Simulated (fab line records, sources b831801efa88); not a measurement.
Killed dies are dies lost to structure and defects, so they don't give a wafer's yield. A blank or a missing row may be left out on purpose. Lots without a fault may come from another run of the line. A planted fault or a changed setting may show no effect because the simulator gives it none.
fab line records | flow sky130
record lots=10 wafers=30 last_day=50
route steps=708 shown VIA1@481 VIA2@509 PAD_OPEN@708
lots that met no fault: from a run of the same line without faults
start_h: hours from the record's first day to the start of the lot's first wafer shown | wait_h: hours since the lot's step before | " the same as in the row above | L1.1+2: a row that stands for several wafers | - no value, or no start given | * or withheld: withheld | < > ~ a bound
route shown NAME@n: a module of which the file shows steps, and the number in the route of the first | usual: mean/standard deviation of fault-free wafers | same: alike in all rows | chamber/n: place in a boat | sites: the reading at each site | _std_site: their standard deviation | _edge_site: outer sites' mean less inner sites' | radius_mm: how far each site lies from the wafer's centre | mask NAME#n: copy n | behind: the tool/chamber that last shaped the wafer | hold: why the lot was held/for how many hours/how that ended | device: the transistor (n, p or np) that didn't switch | end of line: the same wafers' tests at the end of the route | a step without rows: its recipe alone | killed: dies lost to structure and defects at the first sort, not the wafer's yield | map: a wafer's dies, x killed, . not, _ none there
set.NAME: the setting as run; set.NAME@STEP: as run at that earlier step | model.NAME: the simulator's own value behind a step, which no gauge read
steps of the route over a sample of lots; a table a step, a row a wafer
services: from which hour (start_h, from the record's first day; less than 0 if before it) a tool's chamber was out of use, for how many hours, and why
## steps
# step SKY_VIA1_THK_MEAS_23
# recipe thk_meas_gauge=xrf reads=W_of_VIA1_CVD_21
# usual VIA1_W_THK=273/8
# columns lot.wafer tool chamber start_h wait_h VIA1_W_THK[nm]
L547.1 film_metro-01 - 808.79 0.1 269
L547.5 " - " " 270
L547.6 " - " " 271
L550.1 film_metro-04 - 828.53 0.1 290
L550.4 " - " " 290
L550.6 " - " " 288
L555.3 film_metro-04 - 871.21 0.1 279
L555.4 " - " " 263
L555.6 " - " " 279
L557.3 film_metro-04 - 877.80 0.1 266
L557.5 " - " " 268
L557.6 " - " " 268
L556.3 film_metro-04 - 880.58 0.1 268
L556.5 " - " " 268
L556.6 " - " " 266
L559.1 film_metro-04 - 895.02 0.1 280
L559.2 " - " " 268
L559.4 " - " " 268
L561.4 film_metro-01 - 919.61 0.1 280
L561.5 " - " " 268
L561.6 " - " " 279
L563.3 film_metro-03 - 922.15 0.1 264
L563.4 " - " " 280
L563.6 " - " " 277
L568.3 film_metro-01 - 946.17 0.1 268
L568.4 " - " " 280
L568.6 " - " " 271
L569.2 film_metro-01 - 963.28 0.1 289
L569.4 " - " " 284
L569.5 " - " " 273
# step SKY_VIA1_CMP_24
# recipe stop_on=SiO2 t_overpolish_s=15 down_force_psi=3.5 platen_rpm=60 target_thk_nm=0 pad_velocity_m_s=0.94248
# usual edge_zone_pressure_frac=1.000/0.0047 head_pressure_psi=3.500/0.0079 motor_current_A=11.2/0.95 overpolish_run_s=14.999/0.01 platen_rpm=60.00/0.041 time_to_endpoint_s=65/4.2
# columns lot.wafer tool chamber start_h wait_h edge_zone_pressure_frac head_pressure_psi motor_current_A overpolish_run_s platen_rpm time_to_endpoint_s
L547.1 cmp-02 2 808.90 0.1 0.991 3.503 11.8 15.009 60.06 64
L547.5 " 1 " " 0.991 3.488 10.5 14.979 60.00 63
L547.6 " 2 " " 0.993 3.498 11.4 14.987 60.02 66
L550.4 cmp-01 0 828.64 0.1 1.002 3.508 11.4 14.997 59.98 69
L550.1 " 2 " " 0.996 3.497 10.8 15.001 60.02 74
L550.6 " 3 " " 0.999 3.490 12.6 15.015 60.05 65
L555.3 cmp-02 1 871.25 0.0 1.000 3.515 10.8 14.991 60.00 64
L555.4 " 0 " " 1.002 3.502 9.6 15.005 60.01 61
L555.6 " 2 " " 1.006 3.492 12.0 14.993 60.02 67
L557.3 cmp-01 2 877.89 0.1 1.004 3.493 10.5 14.994 60.12 66
L557.5 " 1 " " 0.992 3.501 13.2 14.991 59.96 69
L557.6 " 2 " " 1.000 3.491 10.5 15.007 60.06 68
L556.3 cmp-02 1 880.72 0.1 0.995 3.513 10.5 14.978 60.05 60
L556.6 " 3 " " 1.000 3.513 11.3 14.980 60.04 64
L556.5 " 0 " " 0.998 3.505 9.7 14.988 60.03 56
L559.1 cmp-02 2 895.08 0.1 1.002 3.495 11.5 15.002 59.97 63
L559.2 " 3 " " 0.994 3.492 10.9 15.003 59.96 65
L559.4 " 1 " " 1.000 3.503 10.5 14.961 60.00 60
L561.4 cmp-02 1 919.77 0.1 0.999 3.507 10.4 14.990 60.01 60
L561.5 " 1 " " 1.003 3.510 10.4 15.003 60.03 58
L561.6 " 2 " " 1.007 3.508 11.6 14.999 59.97 67
L563.4 cmp-01 3 922.24 0.1 0.995 3.508 12.4 14.997 59.99 61
L563.3 " 1 " " 1.002 3.512 12.1 14.994 59.99 67
L563.6 " 2 " " 1.001 3.516 11.0 15.007 59.93 67
L568.3 cmp-02 3 946.48 0.3 0.996 3.504 11.9 15.006 60.01 69
L568.4 " 0 " " 0.999 3.494 9.4 15.007 60.06 67
L568.6 " 2 " " 0.991 3.502 11.6 14.990 60.01 67
L569.4 cmp-02 3 963.38 0.1 1.000 3.498 11.3 14.990 60.02 73
L569.2 " 1 " " 1.000 3.503 10.9 15.009 60.01 67
L569.5 " 2 " " 0.990 3.498 11.4 14.997 60.00 67
# step SKY_VIA2_CMP_02
# recipe material=SiO2 down_force_psi=4 platen_rpm=60 pad_velocity_m_s=0.94248
# usual edge_zone_pressure_frac=1.000/0.0049 head_pressure_psi=4.001/0.0088 motor_current_A=12.2/1 platen_rpm=60.00/0.04
# columns lot.wafer tool chamber start_h wait_h edge_zone_pressure_frac head_pressure_psi motor_current_A platen_rpm
L547.1 cmp-01 1 836.53 0.3 0.994 4.005 14.2 59.93
L547.6 " 3 " " 0.997 3.998 14.2 59.96
L547.5 " 0 " " 1.004 3.994 12.2 59.99
L550.4 cmp-02 2 855.71 0.0 1.000 4.000 12.5 60.03
L550.1 " 3 " " 0.994 3.995 12.4 59.98
L550.6 " 3 " " 1.003 4.001 12.3 60.00
L555.3 cmp-02 2 898.80 0.1 - - - -
L555.4 " 3 " " - - - -
L555.6 " 1 " " - - - -
L557.3 cmp-02 2 904.93 0.0 - - - -
L557.5 " 2 " " - - - -
L557.6 " 3 " " - - - -
L556.3 cmp-02 1 907.25 0.0 - - - -
L556.6 " 1 " " - - - -
L556.5 " 2 " " - - - -
L559.4 cmp-01 0 921.72 0.1 1.006 4.006 11.9 60.04
L559.2 " 1 " " 1.001 4.012 13.5 59.98
L559.1 " 2 " " 1.004 4.011 11.4 60.09
L561.4 cmp-02 1 946.23 0.2 0.988 3.996 11.5 60.00
L561.5 " 2 " " 0.999 4.016 12.0 60.02
L561.6 " 3 " " 1.004 3.994 12.2 59.98
L563.4 cmp-02 1 948.58 0.0 1.005 4.007 12.0 59.93
L563.3 " 2 " " 1.000 3.992 13.0 59.99
L563.6 " 1 " " 0.997 4.011 12.0 59.98
L568.3 cmp-02 2 971.75 0.0 0.995 4.008 12.6 60.03
L568.4 " 0 " " 0.995 3.990 10.6 60.01
L568.6 " 3 " " 1.000 4.007 12.1 60.03
L569.2 cmp-02 1 988.60 0.1 0.995 4.000 10.9 60.03
L569.4 " 3 " " 1.002 4.006 11.6 59.98
L569.5 " 1 " " 1.000 4.006 11.4 60.03
# step SKY_VIA2_BOW_MEAS_03
# recipe mode=bow
# usual VIA2_BOW=87/7.8
# columns lot.wafer tool chamber start_h wait_h VIA2_BOW[um]
L547.1 film_metro-03 - 836.73 0.1 87
L547.5 " - " " 82
L547.6 " - " " 96
L550.1 film_metro-03 - 856.01 0.2 102
L550.4 " - " " 87
L550.6 " - " " 87
L555.3 film_metro-02 - 899.04 0.2 112
L555.4 " - " " 98
L555.6 " - " " 121
L557.3 film_metro-02 - 905.27 0.3 128
L557.5 " - " " 123
L557.6 " - " " 123
L556.3 film_metro-02 - 907.59 0.3 98
L556.5 " - " " 130
L556.6 " - " " 123
L559.1 film_metro-02 - 921.97 0.1 92
L559.2 " - " " 109
L559.4 " - " " 90
L561.4 film_metro-02 - 946.44 0.2 87
L561.5 " - " " 73
L561.6 " - " " 85
L563.3 film_metro-02 - 948.92 0.2 84
L563.4 " - " " 92
L563.6 " - " " 92
L568.3 film_metro-03 - 972.09 0.3 80
L568.4 " - " " 86
L568.6 " - " " 87
L569.2 film_metro-04 - 988.87 0.2 91
L569.4 " - " " 83
L569.5 " - " " 78
# step SKY_VIA2_CD_MEAS_12
# recipe target_cd_nm=200
# usual cd_nm=199.8/1.3
# columns lot.wafer tool chamber start_h wait_h cd_nm
L547.1 cd_sem-02 - 862.38 - 200.7
L547.5 " - " " 200.7
L547.6 " - " " 201.0
L550.1 cd_sem-02 - 882.03 - 198.0
L550.4 " - " " 198.2
L550.6 " - " " 198.4
L555.3 cd_sem-01 - 924.21 - 199.3
L555.4 " - " " 201.3
L555.6 " - " " 200.4
L557.3 cd_sem-02 - 930.60 - 200.5
L557.5 " - " " 199.7
L557.6 " - " " 200.7
L556.3 cd_sem-02 - 932.20 - 200.7
L556.5 " - " " 200.4
L556.6 " - " " 202.2
L559.1 cd_sem-01 - 946.51 - 199.8
L559.2 " - " " 200.5
L559.4 " - " " 199.7
L561.4 cd_sem-01 - 969.99 - 198.7
L561.5 " - " " 199.2
L561.6 " - " " 197.9
L563.3 cd_sem-01 - 972.35 - 199.3
L563.4 " - " " 199.2
L563.6 " - " " 200.1
L568.3 cd_sem-02 - 995.56 - 197.1
L568.4 " - " " 196.9
L568.6 " - " " 197.5
L569.2 cd_sem-01 - 1012.03 - 198.2
L569.4 " - " " 198.5
L569.5 " - " " 196.0
# step SKY_VIA2_ETCH_15
# recipe target=SiO2 chemistry=C4F8/O2/Ar target_depth_nm=546 stop_on=TiN mask_material=KrF-thick source_w=1500 bias_w=1200 pressure_mtorr=40 c4f8_flow_sccm=withheld O2_flow_sccm=6 Ar_flow_sccm=300 time_s=84
# usual oes_product_au=0.940/0.0047
# columns lot.wafer tool chamber start_h wait_h oes_product_au rf_hours_counter_h
L547.1 rie_diel-03 1 862.58 0.0 0.935 16
L547.5 " 1 " " 0.941 -
L547.6 " 2 " " 0.936 -
L550.1 rie_diel-03 3 882.23 0.0 0.944 10
L550.4 " 1 " " 0.937 -
L550.6 " 3 " " 0.945 -
L555.3 rie_diel-02 2 924.37 0.0 1.600 16
L555.4 " 3 " " 1.603 13
L555.6 " 2 " " 1.606 -
L557.3 rie_diel-01 2 930.76 0.0 1.640 11
L557.5 " 2 " " 1.610 -
L557.6 " 1 " " 1.631 -
L556.3 rie_diel-03 2 932.36 0.0 1.644 15
L556.5 " 1 " " 1.605 -
L556.6 " 0 " " 1.631 -
L559.1 rie_diel-03 2 946.71 0.0 0.941 15
L559.2 " 1 " " 0.943 19
L559.4 " 0 " " 0.942 1
L561.4 rie_diel-01 1 970.13 0.0 0.940 7
L561.5 " 0 " " 0.937 -
L561.6 " 1 " " 0.940 -
L563.3 rie_diel-02 2 972.51 0.0 0.936 17
L563.4 " 0 " " 0.938 19
L563.6 " 3 " " 0.939 -
L568.3 rie_diel-01 0 995.77 0.1 0.933 -
L568.4 " 2 " " 0.935 -
L568.6 " 0 " " 0.940 -
L569.2 rie_diel-01 2 1012.21 0.0 0.945 14
L569.4 " 2 " " 0.941 -
L569.5 " 0 " " 0.930 -
# step SKY_PAD_OPEN_PROBE_99
# usual defect_limited_yield=82.7/1.8 killed_at_M0_to_M3=42/7.5 killed_at_M4_up=3.2/1.7 killed_at_contacts=24/5.1 killed_at_front_end=15/4.1 killed_at_other=0.3/0.58 killed_dies=85/8.9 killed_on_rim=17/3.9 killed_open=46/6.4 killed_short=39/6 sort_bin_3_pad_short=0.9/0.4 sort_bin_5_function=10.1/1.6 sort_bin_6_memory=6.3/1 sort_bin_8_speed=0.00/0.024 sort_n_pass=407/9 sort_yield_pct=82.7/1.8
# same gross_dies=492 killed_at_back_side=0 sort_bin_4_leakage[%]=0
# columns lot.wafer tool chamber start_h wait_h defect_limited_yield[%] killed_at_M0_to_M3 killed_at_M4_up killed_at_contacts killed_at_front_end killed_at_other killed_dies killed_on_rim killed_open killed_short sort_bin_3_pad_short[%] sort_bin_5_function[%] sort_bin_6_memory[%] sort_bin_8_speed[%] sort_n_pass sort_yield_pct[%]
L547.1 prober-02 - 1086.59 0.1 80.7 49 3 28 15 0 95 21 47 47 1.8 10.8 6.7 0 397 80.7
L547.5 prober-02 - 1086.79 0.2 84.1 43 4 23 8 0 78 19 41 37 1.2 8.1 6.5 0 414 84.1
L547.6 prober-02 - 1086.84 0.2 83.1 40 5 24 13 1 83 13 39 44 0.8 9.8 6.3 0 409 83.1
L550.1 prober-01 - 1103.49 0.1 83.9 42 3 22 12 0 79 16 42 37 1.0 8.1 6.9 0 413 83.9
L550.4 prober-01 - 1103.64 0.2 83.5 47 2 20 12 0 81 14 45 36 0.4 11.0 5.1 0 411 83.5
L550.6 prober-01 - 1103.74 0.2 82.1 35 4 28 20 1 88 15 40 48 1.8 11.0 5.1 0 404 82.1
L555.3 prober-02 - 1136.14 0.2 0 438 6 31 16 1 492 96 49 47 1.2 93.3 5.5 0 0 0
L555.4 prober-02 - 1136.19 0.2 0 438 4 30 20 0 492 96 49 38 2.0 91.7 6.3 0 0 0
L555.6 prober-02 - 1136.29 0.2 0 441 6 31 13 1 492 96 56 32 0.6 93.9 5.5 0 0 0
L557.3 prober-01 - 1140.74 0.2 0 443 2 32 15 0 492 96 54 39 1.0 92.9 6.1 0 0 0
L557.5 prober-01 - 1140.84 0.2 0 452 3 23 14 0 492 96 45 39 1.0 92.9 6.1 0 0 0
L557.6 prober-01 - 1140.89 0.2 0 448 1 29 14 0 492 96 45 43 1.4 91.9 6.7 0 0 0
L556.3 prober-02 - 1142.54 0.2 0 442 2 26 22 0 492 96 43 35 1.0 91.9 7.1 0 0 0
L556.5 prober-02 - 1142.64 0.2 0 451 4 23 14 0 492 96 30 41 0.8 92.7 6.5 0 0 0
L556.6 prober-02 - 1142.69 0.2 0 451 4 24 13 0 492 96 36 38 0.6 94.1 5.3 0 0 0
L559.1 prober-02 - 1154.01 0.1 82.7 54 2 19 10 0 85 19 45 40 0.4 9.8 7.1 0 407 82.7
L559.2 prober-02 - 1154.06 0.1 81.7 53 5 21 11 0 90 15 50 40 0.2 11.0 7.1 0 402 81.7
L559.4 prober-02 - 1154.16 0.2 81.5 49 3 26 13 0 91 14 51 39 1.4 8.7 8.3 0 401 81.5
L561.4 prober-02 - 1172.00 0.2 82.5 46 1 22 17 0 86 16 53 33 0.6 12.8 4.1 0.20 405 82.3
L561.5 prober-02 - 1172.05 0.2 83.7 32 1 27 20 0 80 22 47 33 0.8 7.7 7.7 0 412 83.7
L561.6 prober-02 - 1172.10 0.2 82.9 33 5 28 18 0 84 17 46 38 1.0 9.6 6.5 0.20 407 82.7
L563.3 prober-01 - 1173.86 0.2 84.8 41 3 19 12 0 75 12 41 34 0.6 6.9 7.7 0 417 84.8
L563.4 prober-01 - 1173.91 0.2 85.0 41 2 19 12 0 74 9 46 28 0.4 9.3 5.3 0 418 85.0
L563.6 prober-01 - 1174.01 0.2 84.8 39 1 24 11 0 75 14 40 35 0.6 8.7 5.9 0 417 84.8
L568.3 prober-01 - 1189.64 0.2 79.9 51 3 30 15 0 99 16 61 38 0.6 12.0 7.5 0 393 79.9
L568.4 prober-01 - 1189.69 0.2 85.4 39 1 22 10 0 72 16 45 27 1.0 7.5 6.1 0 420 85.4
L568.6 prober-01 - 1189.79 0.2 83.7 45 2 17 16 0 80 16 48 32 0.6 9.6 6.1 0 412 83.7
L569.2 prober-02 - 1198.49 0.1 80.5 56 2 21 17 0 96 21 55 41 1.4 10.4 7.7 0 396 80.5
L569.4 prober-02 - 1198.59 0.2 84.8 44 3 17 10 1 75 15 42 33 0.6 9.3 5.3 0 417 84.8
L569.5 prober-02 - 1198.64 0.2 84.6 38 1 20 17 0 76 11 48 27 0.4 10.6 4.5 0 416 84.6
# killed by level:class
L547.1 VIA2:geometric_particle:open=12 VIA1:geometric_particle:open=9 CONTACT:geometric_particle:open=8 LI_CONTACT:geometric_particle:open=7 VIA1:geometric_particle:short=7 LOCAL_INTERCONNECT:geometric_particle:short=6 CONTACT:geometric_particle:short=6 METAL1:geometric_particle:short=6
L547.5 VIA2:geometric_particle:open=10 VIA1:geometric_particle:open=9 LOCAL_INTERCONNECT:geometric_particle:short=6 LI_CONTACT:geometric_particle:short=5 LI_CONTACT:geometric_particle:open=5 CONTACT:geometric_particle:open=5 METAL1:geometric_particle:short=5 METAL2:geometric_particle:short=5
L547.6 CONTACT:geometric_particle:open=9 METAL1:geometric_particle:short=7 VIA1:geometric_particle:open=7 VIA3:geometric_particle:open=6 FIELD_ISO:geometric_particle:short=5 METAL2:geometric_particle:short=5 METAL4:geometric_particle:short=5 LI_CONTACT:geometric_particle:open=4
L550.1 VIA1:geometric_particle:open=9 CONTACT:geometric_particle:open=8 METAL2:geometric_particle:short=8 VIA1:geometric_particle:short=6 LI_CONTACT:geometric_particle:open=5 VIA3:geometric_particle:open=5 FIELD_ISO:geometric_particle:open=4 LI_CONTACT:geometric_particle:short=4
L550.4 CONTACT:geometric_particle:open=11 VIA3:geometric_particle:open=8 VIA1:geometric_particle:open=8 VIA1:geometric_particle:short=6 CONTACT:geometric_particle:short=5 METAL1:geometric_particle:open=5 VIA2:geometric_particle:open=5 FIELD_ISO:geometric_particle:short=4
L550.6 CONTACT:geometric_particle:short=8 CONTACT:geometric_particle:open=8 METAL2:geometric_particle:short=7 VIA1:geometric_particle:open=6 LI_CONTACT:geometric_particle:open=5 METAL1:geometric_particle:short=5 FIELD_ISO:geometric_particle:short=4 POLY_GATE:geometric_particle:open=4
L555.3 VIA2:area_cmp=395 CONTACT:geometric_particle:open=10 VIA3:geometric_particle:open=10 LI_CONTACT:geometric_particle:open=6 CONTACT:geometric_particle:short=6 VIA1:geometric_particle:open=6 METAL2:geometric_particle:short=6 METAL4:geometric_particle:short=5
L555.4 VIA2:area_cmp=405 CONTACT:geometric_particle:open=14 VIA1:geometric_particle:open=9 LI_CONTACT:geometric_particle:open=8 FIELD_ISO:geometric_particle:short=5 POLY_GATE:geometric_particle:short=5 CONTACT:geometric_particle:short=4 VIA2:geometric_particle:open=4
L555.6 VIA2:area_cmp=404 CONTACT:geometric_particle:open=12 VIA1:geometric_particle:open=10 LI_CONTACT:geometric_particle:open=9 METAL2:geometric_particle:short=8 VIA2:geometric_particle:open=6 FIELD_ISO:geometric_particle:open=4 CONTACT:geometric_particle:short=4
L557.3 VIA2:area_cmp=399 CONTACT:geometric_particle:open=15 LI_CONTACT:geometric_particle:open=12 VIA1:geometric_particle:open=11 METAL1:geometric_particle:short=7 FIELD_ISO:geometric_particle:short=6 VIA3:geometric_particle:open=5 VIA1:geometric_particle:short=5
L557.5 VIA2:area_cmp=408 VIA1:geometric_particle:open=10 CONTACT:geometric_particle:open=7 LI_CONTACT:geometric_particle:open=6 LI_CONTACT:geometric_particle:short=5 METAL1:geometric_particle:short=5 METAL2:geometric_particle:open=5 METAL1:geometric_particle:open=4
L557.6 VIA2:area_cmp=404 VIA1:geometric_particle:open=10 CONTACT:geometric_particle:open=9 LI_CONTACT:geometric_particle:open=8 METAL2:geometric_particle:short=8 LOCAL_INTERCONNECT:geometric_particle:short=6 VIA3:geometric_particle:open=6 CONTACT:geometric_particle:short=4
L556.3 VIA2:area_cmp=414 CONTACT:geometric_particle:open=11 POLY_GATE:geometric_particle:open=7 LI_CONTACT:geometric_particle:open=6 VIA1:geometric_particle:short=6 FIELD_ISO:geometric_particle:short=5 POLY_GATE:geometric_particle:short=5 VIA1:geometric_particle:open=5
L556.5 VIA2:area_cmp=421 METAL1:geometric_particle:short=7 POLY_GATE:geometric_particle:open=6 CONTACT:geometric_particle:open=6 LI_CONTACT:geometric_particle:open=5 CONTACT:geometric_particle:short=5 VIA1:geometric_particle:open=5 POLY_GATE:geometric_particle:short=4
L556.6 VIA2:area_cmp=418 LI_CONTACT:geometric_particle:open=10 METAL2:geometric_particle:short=6 CONTACT:geometric_particle:open=6 METAL1:geometric_particle:short=6 POLY_GATE:geometric_particle:short=5 VIA1:geometric_particle:open=5 POLY_GATE:geometric_particle:open=4
L559.1 VIA1:geometric_particle:open=11 METAL1:geometric_particle:short=8 VIA2:geometric_particle:open=8 CONTACT:geometric_particle:open=7 VIA3:geometric_particle:open=7 CONTACT:geometric_particle:short=4 VIA3:geometric_particle:short=4 LI_CONTACT:geometric_particle:open=3
L559.2 CONTACT:geometric_particle:open=11 VIA1:geometric_particle:open=11 VIA1:geometric_particle:short=8 VIA2:geometric_particle:open=8 VIA3:geometric_particle:open=6 METAL1:geometric_particle:short=6 LI_CONTACT:geometric_particle:open=4 METAL3:geometric_particle:short=4
L559.4 CONTACT:geometric_particle:open=15 VIA1:geometric_particle:open=10 METAL2:geometric_particle:short=9 VIA2:geometric_particle:open=6 VIA3:geometric_particle:open=6 POLY_GATE:geometric_particle:short=5 VIA2:geometric_particle:short=5 LI_CONTACT:geometric_particle:open=4
L561.4 CONTACT:geometric_particle:open=11 VIA1:geometric_particle:open=10 POLY_GATE:geometric_particle:open=9 VIA1:geometric_particle:short=9 VIA3:geometric_particle:open=9 LI_CONTACT:geometric_particle:open=6 METAL2:geometric_particle:short=5 CONTACT:geometric_particle:short=4
L561.5 CONTACT:geometric_particle:open=11 LI_CONTACT:geometric_particle:open=7 VIA1:geometric_particle:open=7 POLY_GATE:geometric_particle:open=6 VIA2:geometric_particle:open=6 FIELD_ISO:geometric_particle:short=4 POLY_GATE:geometric_particle:short=4 CONTACT:geometric_particle:short=4
L561.6 CONTACT:geometric_particle:open=10 POLY_GATE:geometric_particle:open=9 VIA1:geometric_particle:open=9 LI_CONTACT:geometric_particle:open=6 LOCAL_INTERCONNECT:geometric_particle:short=5 CONTACT:geometric_particle:short=5 METAL1:geometric_particle:short=5 FIELD_ISO:geometric_particle:short=4
L563.3 CONTACT:geometric_particle:open=9 VIA1:geometric_particle:open=8 VIA2:geometric_particle:open=7 LI_CONTACT:geometric_particle:open=5 VIA3:geometric_particle:short=5 VIA3:geometric_particle:open=4 METAL2:geometric_particle:short=4 VIA2:geometric_particle:short=4
L563.4 CONTACT:geometric_particle:open=9 VIA1:geometric_particle:open=8 VIA3:geometric_particle:open=7 VIA1:geometric_particle:short=6 LI_CONTACT:geometric_particle:open=5 METAL2:geometric_particle:short=4 VIA2:geometric_particle:open=4 POLY_GATE:geometric_particle:open=3
L563.6 CONTACT:geometric_particle:open=11 VIA1:geometric_particle:open=9 METAL1:geometric_particle:short=7 VIA1:geometric_particle:short=7 LOCAL_INTERCONNECT:geometric_particle:short=5 POLY_GATE:geometric_particle:short=4 LI_CONTACT:geometric_particle:open=4 VIA2:geometric_particle:open=4
L568.3 CONTACT:geometric_particle:open=14 VIA1:geometric_particle:open=11 FIELD_ISO:geometric_particle:open=8 METAL1:geometric_particle:short=8 LI_CONTACT:geometric_particle:open=7 VIA3:geometric_particle:open=7 LOCAL_INTERCONNECT:geometric_particle:short=5 VIA2:geometric_particle:open=5
L568.4 VIA1:geometric_particle:open=12 CONTACT:geometric_particle:open=7 LI_CONTACT:geometric_particle:open=6 METAL1:geometric_particle:short=6 FIELD_ISO:geometric_particle:open=5 VIA1:geometric_particle:short=5 VIA3:geometric_particle:open=5 CONTACT:geometric_particle:short=3
L568.6 VIA1:geometric_particle:open=10 VIA2:geometric_particle:open=10 VIA3:geometric_particle:open=6 CONTACT:geometric_particle:open=5 VIA2:geometric_particle:short=5 POLY_GATE:geometric_particle:short=4 LI_CONTACT:geometric_particle:open=4 CONTACT:geometric_particle:short=4
L569.2 VIA1:geometric_particle:open=12 CONTACT:geometric_particle:open=11 VIA2:geometric_particle:open=9 FIELD_ISO:geometric_particle:open=6 VIA2:geometric_particle:short=6 VIA3:geometric_particle:open=6 METAL1:geometric_particle:short=6 VIA1:geometric_particle:short=6
L569.4 VIA1:geometric_particle:open=8 CONTACT:geometric_particle:open=7 VIA2:geometric_particle:open=7 VIA1:geometric_particle:short=6 VIA3:geometric_particle:open=6 LI_CONTACT:geometric_particle:open=5 METAL1:geometric_particle:short=4 VIA2:geometric_particle:short=4
L569.5 VIA1:geometric_particle:open=12 CONTACT:geometric_particle:open=8 LI_CONTACT:geometric_particle:open=6 FIELD_ISO:geometric_particle:open=5 VIA1:geometric_particle:short=5 FIELD_ISO:geometric_particle:short=4 VIA3:geometric_particle:open=4 CONTACT:geometric_particle:short=4
## services
# columns tool chamber start_h hours kind
cmp-02 - 811.72 0.6 repair
cmp-02 - 826.25 9.9 pm
rie_diel-03 - 827.90 0.7 repair
rie_diel-02 3 828.22 7.1 repair
cmp-02 - 844.75 4.9 repair
rie_diel-03 0 872.84 - clean
rie_diel-03 0 872.84 19.2 scheduled_down
rie_diel-03 0 872.84 19.2 vent_cycle
cmp-01 - 916.34 4.0 pm
rie_diel-01 - 917.10 4.3 pm
cmp-01 - 920.34 - consumable_replace:conditioner
cmp-01 - 920.34 - consumable_replace:pad
rie_diel-03 3 958.26 2.3 repair
rie_diel-01 3 970.43 101.3 repair
rie_diel-03 - 970.71 0.4 repair
rie_diel-01 - 983.36 0.3 repair
cmp-02 - 992.13 5.5 pm
rie_diel-01 1 992.21 14.2 repair
rie_diel-01 2 996.24 2.9 repair
rie_diel-02 3 996.52 7.4 repair
cmp-01 - 997.82 5.7 pm
cmp-01 - 1004.98 3.1 repair
rie_diel-02 0 1005.39 8.9 repair
cmp-02 - 1008.91 5.3 repair
## key
first_sign step=SKY_VIA2_CMP_02 reading=tool_record direction=missing
effect step=SKY_VIA2_BOW_MEAS_03 reading=VIA2_BOW direction=up sigmas=4 usual=87 struck=117
effect step=SKY_VIA2_ETCH_15 reading=oes_product_au direction=up sigmas=99+ usual=0.940 struck=1.619
effect step=SKY_PAD_OPEN_PROBE_99 reading=killed_at_M0_to_M3 direction=up sigmas=54 usual=42 struck=445
more_kills_born_at SKY_VIA2_CMP_02@cmp-02=3656
met_at SKY_VIA2_CMP_02
struck_lots L555,L556,L557
later_rows_left_out L555.3,L555.4,L555.6,L556.3,L556.5,L556.6,L557.3,L557.5,L557.6
not_acting_at SKY_VIA1_THK_MEAS_23,SKY_VIA1_CMP_24,SKY_VIA2_CD_MEAS_12
onset_between 855.71 898.80
fault kind=skipped_step_whole tool=cmp-02 chamber=- onset_h=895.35 steps=SKY_VIA2_CMP_02 scope=struck_lots_only
# later_rows_left_out: the simulator's readings of these wafers behind a module that went badly wrong aren't trusted and aren't shown, but for the sort
